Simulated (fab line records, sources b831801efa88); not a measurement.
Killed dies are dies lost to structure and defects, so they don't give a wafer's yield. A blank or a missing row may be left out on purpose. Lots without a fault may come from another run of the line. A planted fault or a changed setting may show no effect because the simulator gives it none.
fab line records | flow sfq_line | part 1 of 2: steps 1 to 29 of 41
record lots=5 wafers=15 last_day=100
route steps=325 shown M3@118 I3@133 M4@148
lots that met no fault: from a run of the same line without faults
start_h: hours from the record's first day to the start of the lot's first wafer shown | wait_h: hours since the lot's step before | " the same as in the row above | L1.1+2: a row that stands for several wafers | - no value, or no start given | * or withheld: withheld | < > ~ a bound
route shown NAME@n: a module of which the file shows steps, and the number in the route of the first | usual: mean/standard deviation of fault-free wafers | same: alike in all rows | chamber/n: place in a boat | sites: the reading at each site | _std_site: their standard deviation | _edge_site: outer sites' mean less inner sites' | radius_mm: how far each site lies from the wafer's centre | mask NAME#n: copy n | behind: the tool/chamber that last shaped the wafer | hold: why the lot was held/for how many hours/how that ended | device: the transistor (n, p or np) that didn't switch | end of line: the same wafers' tests at the end of the route | a step without rows: its recipe alone | killed: dies lost to structure and defects at the first sort, not the wafer's yield | map: a wafer's dies, x killed, . not, _ none there
set.NAME: the setting as run; set.NAME@STEP: as run at that earlier step | model.NAME: the simulator's own value behind a step, which no gauge read
lots at some steps of the route; a table a step, a row a wafer
services: from which hour (start_h, from the record's first day; less than 0 if before it) a tool's chamber was out of use, for how many hours, and why
## steps
# step SFQ_TRILAYER_M3_DEP_PRE_CLEAN_074
# recipe gas=Ar time_s=22.5 bias_v=250
# columns lot.wafer tool chamber start_h wait_h
L074.4+5+6 pvd_sputter-05 - 1039.03 0.0
L077.1+4+5 pvd_sputter-05 - 1077.83 0.0
L078.1+3+5 pvd_sputter-05 - 1085.05 0.0
L089.1+5+6 pvd_sputter-04 - 1204.60 0.0
L095.1+5+6 pvd_sputter-06 - 1245.52 0.0
# step SFQ_TRILAYER_M3_DEP_SPUTTER_073
# recipe material=Nb base_pressure_pa=1.33e-06 chamber_pressure_pa=0.1333 substrate_temp_c=20 resputter_cathode_voltage_v=400 target_thk_nm=200 power_w=2000 time_s=133.3
# usual substrate_temp_c=20.01/0.11 throttle_valve_pct=30.0/1.2
# columns lot.wafer tool chamber start_h wait_h substrate_temp_c throttle_valve_pct
L074.4 pvd_sputter-05 - 1039.06 0.0 19.90 30.9
L074.5 " - " " 19.88 31.2
L074.6 " - " " 20.00 31.3
L077.1 pvd_sputter-05 - 1077.86 0.0 20.08 28.8
L077.4 " - " " 19.95 31.3
L077.5 " - " " 20.07 31.1
L078.1 pvd_sputter-05 - 1085.08 0.0 19.87 31.1
L078.3 " - " " 20.05 28.6
L078.5 " - " " 20.16 31.3
L089.1 pvd_sputter-04 - 1204.62 0.0 19.90 30.6
L089.5 " - " " 20.09 28.3
L089.6 " - " " 19.88 30.3
L095.1 pvd_sputter-06 - 1245.55 0.0 20.15 29.7
L095.5 " - " " 20.12 29.4
L095.6 " - " " 19.81 32.3
# step SFQ_M3_RS_MEAS_919
# recipe thk_meas_gauge=four-point-probe reads=Nb_of_TRILAYER_M3_DEP_SPUTTER_073
# usual M3_NB_RS=0.889/0.01
# columns lot.wafer tool chamber start_h wait_h M3_NB_RS[ohm/sq]
L074.4 film_metro-03 - 1039.21 0.1 0.882
L074.5 " - " " 0.889
L074.6 " - " " 0.879
L077.1 film_metro-03 - 1077.95 0.0 0.886
L077.4 " - " " 0.876
L077.5 " - " " 0.883
L078.1 film_metro-03 - 1085.17 0.0 0.887
L078.3 " - " " 0.878
L078.5 " - " " 0.884
L089.1 film_metro-03 - 1204.71 0.0 0.865
L089.5 " - " " 0.870
L089.6 " - " " 0.869
L095.1 film_metro-03 - 1245.64 0.0 0.901
L095.5 " - " " 0.898
L095.6 " - " " 0.906
# step SFQ_TRILAYER_M3_LITHO_COAT_080
# recipe resist=BARC spin_rpm=3000 resist_thk_nm=62
# columns lot.wafer tool chamber start_h wait_h
L074.4+5+6 litho_track-03 0 1039.48 0.2
L077.1+4+5 litho_track-02 0 1078.13 0.1
L078.1+3+5 litho_track-02 0 1085.35 0.1
L089.1+5+6 litho_track-03 0 1204.89 0.1
L095.1+5+6 litho_track-04 0 1245.82 0.1
# step SFQ_TRILAYER_M3_LITHO_COAT_075
# recipe resist=KrF spin_rpm=3000 resist_thk_nm=600
# columns lot.wafer tool chamber start_h wait_h
L074.4+5+6 litho_track-03 0 1039.78 0.2
L077.1+4+5 litho_track-02 0 1078.43 0.2
L078.1+3+5 litho_track-02 0 1085.65 0.2
L089.1+5+6 litho_track-03 0 1205.19 0.2
L095.1+5+6 litho_track-04 0 1246.12 0.2
# step SFQ_TRILAYER_M3_LITHO_SOFTBAKE_079
# recipe temp_c=withheld time_s=withheld resist=KrF
# columns lot.wafer tool chamber start_h wait_h
L074.4+5+6 litho_track-03 0 1040.01 0.2
L077.1+4+5 litho_track-02 0 1078.73 0.2
L078.1+3+5 litho_track-02 0 1085.95 0.2
L089.1+5+6 litho_track-03 0 1205.49 0.2
L095.1+5+6 litho_track-04 0 1246.42 0.2
# step SFQ_TRILAYER_M3_LITHO_EXPOSE_076
# recipe mask_id=M3 na=0.6 source_shape=conventional sigma_outer=0.65 target_cd_nm=500 dose_mj=14.4
# columns lot.wafer tool chamber start_h wait_h mask
L074.4+5+6 krf_scanner-01 0 1040.68 - M3#0
L077.1+4+5 krf_scanner-02 0 1079.48 - M3#0
L078.1+3+5 krf_scanner-02 0 1086.10 - M3#0
L089.1+5+6 krf_scanner-01 0 1207.05 - M3#0
L095.1+5+6 krf_scanner-02 0 1247.29 - M3#0
# step SFQ_TRILAYER_M3_LITHO_PEB_078
# recipe peb_temp_c=115 peb_time_s=60 resist=KrF
# columns lot.wafer tool chamber start_h wait_h
L074.4+5+6 litho_track-04 0 1041.36 0.5
L077.1+4+5 litho_track-02 0 1080.68 1.0
L078.1+3+5 litho_track-04 0 1087.30 1.0
L089.1+5+6 litho_track-02 0 1208.25 1.0
L095.1+5+6 litho_track-04 0 1248.49 1.0
# step SFQ_TRILAYER_M3_LITHO_DEVELOP_077
# recipe time_s=60 resist=KrF
# columns lot.wafer tool chamber start_h wait_h
L074.4+5+6 litho_track-04 0 1041.51 0.1
L077.1+4+5 litho_track-02 0 1080.83 0.1
L078.1+3+5 litho_track-04 0 1087.45 0.1
L089.1+5+6 litho_track-02 0 1208.40 0.1
L095.1+5+6 litho_track-04 0 1248.64 0.1
# step SFQ_M3_OVL_MEAS_921
# usual M3_OVL=1/5.9
# columns lot.wafer tool chamber start_h wait_h M3_OVL[nm]
L074.4 overlay-02 - 1041.60 0.1 6
L074.5 " - " " 1
L074.6 " - " " 3
L077.1 overlay-01 - 1080.98 0.1 -9
L077.4 " - " " -11
L077.5 " - " " -8
L078.1 overlay-01 - 1087.60 0.1 5
L078.3 " - " " 3
L078.5 " - " " 3
L089.1 overlay-02 - 1208.55 0.1 3
L089.5 " - " " 5
L089.6 " - " " -2
L095.1 overlay-01 - 1248.79 0.1 -8
L095.5 " - " " -5
L095.6 " - " " -6
# step SFQ_TRILAYER_M3_BARC_OPEN_METAL_ETCH_100
# recipe mask_material=PR chemistry=O2 target_depth_nm=125 target=BARC icp_w=600 bias_w=80 pressure_mtorr=10 time_s=41.7
# usual drypump_motor_current_A=5.9/0.45 oes_product_au=0.685/0.0046
# columns lot.wafer tool chamber start_h wait_h drypump_motor_current_A oes_product_au rf_hours_counter_h
L074.4 rie_metal-03 0 1041.68 0.1 6.0 0.695 -
L074.5 " 0 " " 6.0 0.679 -
L074.6 " 0 " " 6.0 0.678 -
L077.1 rie_metal-03 1 1081.02 0.0 5.2 0.686 4
L077.4 " 0 " " 6.0 0.681 -
L077.5 " 1 " " 5.3 0.685 -
L078.1 rie_metal-02 0 1087.63 0.0 5.6 0.682 30
L078.3 " 0 " " 5.6 0.680 -
L078.5 " 1 " " 6.4 0.686 -
L089.1 rie_metal-04 0 1208.59 0.0 6.6 0.681 80
L089.5 " 1 " " 6.1 0.682 -
L089.6 " 0 " " 6.6 0.685 -
L095.1 rie_metal-04 0 1248.83 0.0 6.7 0.683 86
L095.5 " 0 " " 6.7 0.686 -
L095.6 " 1 " " 6.1 0.690 -
# step SFQ_TRILAYER_M3_ETCH_METAL_ETCH_078
# recipe target=Nb stop_on=SiO2 mask_material=PR chemistry=Cl2/Ar target_depth_nm=240 icp_w=600 bias_w=80 pressure_mtorr=10 time_s=120
# usual drypump_motor_current_A=5.9/0.45 oes_product_au=0.895/0.007
# columns lot.wafer tool chamber start_h wait_h drypump_motor_current_A oes_product_au rf_hours_counter_h
L074.4 rie_metal-03 0 1041.86 0.2 6.0 0.895 -
L074.5 " 0 " " 6.0 0.892 -
L074.6 " 0 " " 6.0 0.914 -
L077.1 rie_metal-03 1 1081.08 0.0 5.3 0.902 4
L077.4 " 0 " " 6.0 0.901 -
L077.5 " 1 " " 5.3 0.901 -
L078.1 rie_metal-02 0 1087.69 0.0 5.6 0.893 30
L078.3 " 0 " " 5.6 0.904 -
L078.5 " 1 " " 6.4 0.903 -
L089.1 rie_metal-04 0 1208.65 0.0 6.7 0.900 80
L089.5 " 1 " " 6.1 0.900 -
L089.6 " 0 " " 6.7 0.908 -
L095.1 rie_metal-04 0 1248.89 0.0 6.7 0.895 86
L095.5 " 0 " " 6.7 0.890 -
L095.6 " 1 " " 6.1 0.889 -
# step SFQ_TRILAYER_M3_STRIP_STRIP_079
# recipe gas=O2 power_w=200 platen_temp_c=40 overash_fraction=0.65 chemistry=O2 pressure_mtorr=50
# usual drypump_motor_current_A=5.9/0.45 oes_product_au=0.999/0.011
# columns lot.wafer tool chamber start_h wait_h drypump_motor_current_A oes_product_au rf_hours_counter_h
L074.4 rie_metal-03 0 1042.59 0.7 6.0 1.016 -
L074.5 " 0 " " 6.0 1.004 -
L074.6 " 0 " " 6.0 1.006 -
L077.1 rie_metal-03 1 1081.20 0.1 5.3 0.983 4
L077.4 " 0 " " 6.0 1.009 -
L077.5 " 1 " " 5.2 0.976 -
L078.1 rie_metal-02 0 1087.82 0.1 5.6 0.993 30
L078.3 " 0 " " 5.6 1.006 -
L078.5 " 1 " " 6.4 0.990 -
L089.1 rie_metal-04 0 1208.77 0.1 6.7 1.002 80
L089.5 " 1 " " 6.1 1.009 -
L089.6 " 0 " " 6.7 1.007 -
L095.1 rie_metal-04 0 1249.02 0.1 6.7 1.012 86
L095.5 " 0 " " 6.7 1.004 -
L095.6 " 1 " " 6.1 1.016 -
# step SFQ_TRILAYER_M3_STRIP_SOLV_CLEAN_080
# recipe chemistry=NMP temp_c=70 time_s=600
# columns lot.wafer tool chamber start_h wait_h
L074.4+5+6 wet_bench-01 5,1,6 1043.19 0.4
L077.1+4+5 wet_bench-03 1,0,4 1081.80 0.4
L078.1+3+5 wet_bench-02 1,7,2 1088.42 0.4
L089.1+5+6 wet_bench-03 2,0,4 1209.37 0.4
L095.1+5+6 wet_bench-02 4,6,1 1249.62 0.4
# step SFQ_TRILAYER_I3_DEP_PECVD_081
# recipe material=SiO2 temp_c=150 time_s=111.11 pressure_torr=2.4 rf_w=183.3 precursor=SiH4/N2O target_thk_nm=500
# usual heater_power_w=83/14 showerhead_vpp_V=834/37 throttle_valve_pct=24.4/1.3
# columns lot.wafer tool chamber start_h wait_h heater_power_w showerhead_vpp_V throttle_valve_pct
L074.4 pecvd-04 1 1043.40 0.0 68 863 23.3
L074.5 " 0 " " 94 799 22.9
L074.6 " 2 " " 87 795 21.8
L077.1 pecvd-01 1 1081.98 0.0 90 847 25.3
L077.4 " 0 " " 89 865 26.1
L077.5 " 1 " " 92 843 25.4
L078.1 pecvd-02 1 1088.59 0.0 65 813 23.4
L078.3 " 0 " " 64 812 23.8
L078.5 " 1 " " 65 824 23.1
L089.1 pecvd-02 1 1209.55 0.0 62 823 23.5
L089.5 " 1 " " 64 827 23.1
L089.6 " 2 " " 97 774 23.9
L095.1 pecvd-01 0 1249.79 0.0 96 847 26.3
L095.5 " 2 " " 79 883 25.9
L095.6 " 1 " " 92 838 25.7
# step SFQ_TRILAYER_I3_CMP_CMP_082
# recipe material=SiO2 down_force_psi=3 platen_rpm=60 pad_velocity_m_s=0.94248
# usual head_pressure_psi=3.001/0.0064 motor_current_A=10.5/0.72 slurry_flow_ml_min=150.0/0.46 time_to_endpoint_s=215/8.2
# columns lot.wafer tool chamber start_h wait_h head_pressure_psi motor_current_A slurry_flow_ml_min time_to_endpoint_s
L074.4 cmp-02 0 1044.94 1.5 2.992 10.9 150.1 213
L074.6 " 1 " " 3.012 10.6 149.9 209
L074.5 " 2 " " 3.006 9.8 150.0 214
L077.1 cmp-02 0 1091.44 9.4 3.003 10.6 150.6 212
L077.4 " 1 " " 3.008 11.0 149.9 218
L077.5 " 3 1092.94 10.9 3.009 11.9 149.8 219
L078.1 cmp-01 1 1099.29 10.7 3.004 11.2 151.4 213
L078.3 " 3 1100.29 11.7 2.997 10.0 150.0 211
L078.5 " 1 1101.29 12.6 3.006 11.1 150.6 214
L089.1 cmp-02 2 1217.28 7.7 2.999 10.2 149.3 208
L089.5 " 2 1219.28 9.7 3.007 10.6 150.0 218
L089.6 " 3 " " 2.985 11.1 149.5 220
L095.1 cmp-02 1 1253.04 3.2 3.005 10.8 150.0 221
L095.6 " 2 " " 2.993 10.6 149.4 227
L095.5 " 3 " " 2.998 11.3 149.7 230
# step SFQ_I3_BOW_MEAS_922
# recipe mode=bow
# usual I3_BOW=3/9.3
# columns lot.wafer tool chamber start_h wait_h I3_BOW[um]
L074.4 film_metro-03 - 1046.50 1.1 -4
L074.5 " - " " 10
L074.6 " - " " 6
L077.1 film_metro-02 - 1093.94 2.0 -9
L077.4 " - " " -10
L077.5 " - " " 3
L078.1 film_metro-04 - 1102.29 2.5 10
L078.3 " - " " 19
L078.5 " - " " 11
L089.1 film_metro-03 - 1220.28 2.5 0
L089.5 " - " " -8
L089.6 " - " " -3
L095.1 film_metro-02 - 1254.54 1.0 -20
L095.5 " - " " -8
L095.6 " - " " -11
# step SFQ_TRILAYER_I3_METRO_MEASURE_083
# usual thk_nm=199.9/1.1
# columns lot.wafer tool chamber start_h wait_h thk_nm
L074.4 film_metro-03 - 1047.16 0.6 198.4
L074.5 " - " " 199.2
L074.6 " - " " 199.9
L077.1 film_metro-02 - 1094.06 0.1 201.1
L077.4 " - " " 200.7
L077.5 " - " " 200.5
L078.1 film_metro-04 - 1102.41 0.1 199.8
L078.3 " - " " 198.2
L078.5 " - " " 200.4
L089.1 film_metro-03 - 1220.40 0.1 198.8
L089.5 " - " " 199.7
L089.6 " - " " 200.3
L095.1 film_metro-02 - 1254.66 0.1 201.1
L095.5 " - " " 201.4
L095.6 " - " " 199.8
# step SFQ_TRILAYER_I3_VIA_LITHO_COAT_090
# recipe resist=BARC spin_rpm=3000 resist_thk_nm=62
# columns lot.wafer tool chamber start_h wait_h
L074.4+5+6 litho_track-01 0 1047.91 0.6
L077.1+4+5 litho_track-04 0 1095.26 1.0
L078.1+3+5 litho_track-01 0 1103.61 1.0
L089.1+5+6 litho_track-03 0 1221.60 1.0
L095.1+5+6 litho_track-03 0 1255.86 1.0
# step SFQ_TRILAYER_I3_VIA_LITHO_COAT_085
# recipe resist=KrF spin_rpm=3000 resist_thk_nm=650
# columns lot.wafer tool chamber start_h wait_h
L074.4+5+6 litho_track-01 0 1048.21 0.2
L077.1+4+5 litho_track-04 0 1095.56 0.2
L078.1+3+5 litho_track-01 0 1103.91 0.2
L089.1+5+6 litho_track-03 0 1221.90 0.2
L095.1+5+6 litho_track-03 0 1256.16 0.2
# step SFQ_TRILAYER_I3_VIA_LITHO_SOFTBAKE_089
# recipe temp_c=withheld time_s=withheld resist=KrF
# columns lot.wafer tool chamber start_h wait_h
L074.4+5+6 litho_track-01 0 1048.44 0.2
L077.1+4+5 litho_track-04 0 1095.86 0.2
L078.1+3+5 litho_track-01 0 1104.21 0.2
L089.1+5+6 litho_track-03 0 1222.20 0.2
L095.1+5+6 litho_track-03 0 1256.46 0.2
# step SFQ_TRILAYER_I3_VIA_LITHO_EXPOSE_086
# recipe mask_id=I3 na=0.6 source_shape=conventional sigma_outer=0.65 target_cd_nm=500 dose_mj=21.3
# columns lot.wafer tool chamber start_h wait_h mask
L074.4+5+6 krf_scanner-02 0 1193.13 - I3#0
L077.1+4+5 krf_scanner-02 0 1238.13 - I3#0
L078.1+3+5 krf_scanner-01 0 1247.86 - I3#0
L089.1+5+6 krf_scanner-02 0 1359.58 - I3#0
L095.1+5+6 krf_scanner-01 0 1386.10 - I3#0
# step SFQ_TRILAYER_I3_VIA_LITHO_PEB_088
# recipe peb_temp_c=115 peb_time_s=60 resist=KrF
# columns lot.wafer tool chamber start_h wait_h
L074.4+5+6 litho_track-04 0 1193.81 0.5
L077.1+4+5 litho_track-03 0 1239.33 1.0
L078.1+3+5 litho_track-03 0 1249.06 1.0
L089.1+5+6 litho_track-01 0 1360.78 1.0
L095.1+5+6 litho_track-03 0 1387.30 1.0
# step SFQ_TRILAYER_I3_VIA_LITHO_DEVELOP_087
# recipe time_s=60 resist=KrF
# columns lot.wafer tool chamber start_h wait_h
L074.4+5+6 litho_track-04 0 1193.96 0.1
L077.1+4+5 litho_track-03 0 1239.48 0.1
L078.1+3+5 litho_track-03 0 1249.21 0.1
L089.1+5+6 litho_track-01 0 1360.93 0.1
L095.1+5+6 litho_track-03 0 1387.45 0.1
# step SFQ_I3_OVL_MEAS_923
# usual I3_OVL=-1/5.5
# columns lot.wafer tool chamber start_h wait_h I3_OVL[nm]
L074.4 overlay-01 - 1194.05 0.1 0
L074.5 " - " " -1
L074.6 " - " " 2
L077.1 overlay-01 - 1239.63 0.1 -3
L077.4 " - " " -7
L077.5 " - " " -6
L078.1 overlay-02 - 1249.36 0.1 -12
L078.3 " - " " -13
L078.5 " - " " -7
L089.1 overlay-01 - 1361.08 0.1 4
L089.5 " - " " 0
L089.6 " - " " 2
L095.1 overlay-01 - 1387.60 0.1 -2
L095.5 " - " " -1
L095.6 " - " " -6
# step SFQ_TRILAYER_I3_VIA_BARC_OPEN_VIA_ETCH_121
# recipe mask_material=PR chemistry=O2 target_depth_nm=125 target=BARC source_w=500 bias_w=80 pressure_mtorr=30 time_s=41.7
# usual drypump_motor_current_A=5.8/0.44 oes_product_au=0.685/0.0048
# columns lot.wafer tool chamber start_h wait_h drypump_motor_current_A oes_product_au rf_hours_counter_h
L074.4 rie_diel-04 2 1194.07 0.0 5.6 0.676 15
L074.5 " 1 " " 6.0 0.688 -
L074.6 " 2 " " 5.6 0.693 -
L077.1 rie_diel-03 1 1239.67 0.0 6.5 0.684 9
L077.4 " 0 " " 5.4 0.689 1
L077.5 " 0 " " 5.4 0.688 -
L078.1 rie_diel-04 1 1249.39 0.0 6.0 0.689 7
L078.3 " 2 " " 5.6 0.677 16
L078.5 " 1 " " 6.0 0.689 -
L089.1 rie_diel-02 0 1361.11 0.0 6.7 0.678 9
L089.5 " 3 " " 5.5 0.679 -
L089.6 " 2 " " 6.1 0.683 -
L095.1 rie_diel-02 2 1387.64 0.0 6.2 0.678 6
L095.5 " 3 " " 5.5 0.681 -
L095.6 " 2 " " 6.2 0.687 -
# step SFQ_TRILAYER_I3_VIA_ETCH_VIA_ETCH_088
# recipe target=SiO2 stop_on=Nb mask_material=PR taper_deg=20 chemistry=CHF3 target_depth_nm=260 source_w=500 bias_w=80 pressure_mtorr=30 time_s=withheld
# usual drypump_motor_current_A=5.8/0.44 oes_product_au=0.854/0.0056
# columns lot.wafer tool chamber start_h wait_h drypump_motor_current_A oes_product_au
L074.4 rie_diel-04 2 1194.11 0.0 5.6 0.840
L074.5 " 1 " " 6.0 0.850
L074.6 " 2 " " 5.6 0.856
L077.1 rie_diel-03 1 1239.71 0.0 6.4 0.863
L077.4 " 0 " " 5.4 0.857
L077.5 " 0 " " 5.4 0.853
L078.1 rie_diel-04 1 1249.43 0.0 6.0 0.857
L078.3 " 2 " " 5.6 0.850
L078.5 " 1 " " 6.0 0.854
L089.1 rie_diel-02 0 1361.15 0.0 6.6 0.845
L089.5 " 3 " " 5.5 0.849
L089.6 " 2 " " 6.1 0.857
L095.1 rie_diel-02 2 1387.68 0.0 6.1 0.854
L095.5 " 3 " " 5.5 0.868
L095.6 " 2 " " 6.1 0.848
# step SFQ_TRILAYER_I3_VIA_STRIP_STRIP_089
# recipe gas=O2 power_w=200 platen_temp_c=40 overash_fraction=0.65 chemistry=O2 pressure_mtorr=50
# usual drypump_motor_current_A=6.0/0.41 oes_product_au=1.004/0.0077
# columns lot.wafer tool chamber start_h wait_h drypump_motor_current_A oes_product_au rf_hours_counter_h
L074.4 rie_metal-04 1 1194.42 - 6.1 1.010 -
L074.5 " 0 " " 6.6 0.995 -
L074.6 " 1 " " 6.1 0.998 -
L077.1 rie_metal-01 0 1239.82 - 5.8 1.004 124
L077.4 " 0 " " 5.8 1.004 -
L077.5 " 0 " " 5.8 1.009 -
L078.1 rie_metal-02 0 1249.55 - 5.6 1.001 51
L078.3 " 0 " " 5.6 1.010 -
L078.5 " 1 " " 6.4 0.996 -
L089.1 rie_metal-02 0 1361.26 - 5.6 1.001 63
L089.5 " 1 " " 6.3 0.994 -
L089.6 " 0 " " 5.6 1.011 -
L095.1 rie_metal-02 1 1387.79 - 6.3 1.006 101
L095.5 " 0 " " 5.5 1.007 -
L095.6 " 1 " " 6.4 1.007 -
# step SFQ_TRILAYER_I3_VIA_STRIP_SOLV_CLEAN_090
# recipe chemistry=NMP temp_c=70 time_s=600
# columns lot.wafer tool chamber start_h wait_h
L074.4+5+6 wet_bench-02 4,5,3 1194.82 0.2
L077.1+4+5 wet_bench-02 2,0,6 1241.02 1.0
L078.1+3+5 wet_bench-04 3,1,2 1250.15 0.4
L089.1+5+6 wet_bench-04 7,3,1 1361.86 0.4
L095.1+5+6 wet_bench-03 4,1,0 1388.39 0.4
